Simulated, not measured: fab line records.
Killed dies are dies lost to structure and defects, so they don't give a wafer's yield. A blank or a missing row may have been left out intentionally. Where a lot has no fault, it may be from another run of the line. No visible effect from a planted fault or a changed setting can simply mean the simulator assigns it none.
Problem report, 8D (eight disciplines) form, completed by code / flow sky130 / the parts of the form that need people (team, actions taken, sign-off) are left out

## 1. THE PROBLEM
Mean of run_length_s at SKY_LDD_HVN_SOFTBAKE_03: 90.89 s across 3 wafers in 2 lots; on wafers with no fault it is 88.97 s (standard deviation 0.097). Measured from the usual mean, that is +20 standard deviations.
The step: time 60 s.
Seen first at day 24 10:01 on litho_track-03, wafer L189.1. The record has a number at this step for 40 wafers belonging to 14 lots. By rule, "out" or "out of limits" means more than 4 standard deviations away from the usual mean. The other wafers with a number count as sound.

## 2. WHAT THIS IS AND IS NOT
question=which readings at this step | is=run_length_s | is not=chill_plate_temp_C
question=which lots | is=L189, L190 | is not=L177, L178, L179, L180, L181, L182, L183, L184, L196, L197, L198, L200
question=which wafers of those lots | is=L189.1, L190.1, L190.4 | is not=L189.3
question=read on which tools | is=litho_track-03 | is not=litho_track-02, litho_track-04
question=when | is=from day 24 10:01 | is not=up to then (25 sound wafers); but 12 sound wafers of L196, L197, L198, L200 came after

## 3. THE SUSPECTS, EACH WITH WHAT RULES IT OUT
Counting: any tool at a process step up to the reading remains a suspect provided it ran every lot that is out. Sound lots after the first of them don't rule it out here, since some wafers of a struck lot are sound.
- litho_track-03 at SKY_LDD_HVN_SOFTBAKE_03 (time 60 s): kept. It ran every lot that is out, first L189 (day 24 10:01); its last sound lot up to then is L183 (day 22 19:42). Its own readings are out on those wafers: run_length_s.
Left after counting: litho_track-03 at SKY_LDD_HVN_SOFTBAKE_03.

## 4. THE CAUSE (what the simulator had put in)
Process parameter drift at SKY_LDD_HVN_SOFTBAKE_03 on litho_track-03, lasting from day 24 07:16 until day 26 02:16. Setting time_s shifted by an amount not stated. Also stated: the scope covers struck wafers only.
After counting, this tool was the only one left.

## 5. THE EFFECT CHAIN, in route order
Each row: a reading whose mean over the struck wafers that have a number lies more than 3 standard deviations from the usual. Only readings for which the record gives a usual standard deviation are gone through. hours: the time from each lot's start at the first step in this table that gives one to its start at this step, as a median over the lots. sigmas: the change in usual standard deviations.
hours=0; step=SKY_LDD_HVN_SOFTBAKE_03; reading=run_length_s; usual=88.97 s; on struck wafers=90.89; change=+1.92; sigmas=+20
It contains these process steps:
- SKY_LDD_HVN_SOFTBAKE_03: time 60 s.
Later measuring or inspecting steps at which every struck wafer that the step has a row for has a number for every such reading, and none has moved that far: SKY_METAL5_RS_MEAS_05.

## 6. WHAT WOULD HAVE CAUGHT IT SOONER
In this record the first reading out of limits was taken at day 24 10:01, 3 hours after the fault began at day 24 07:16.
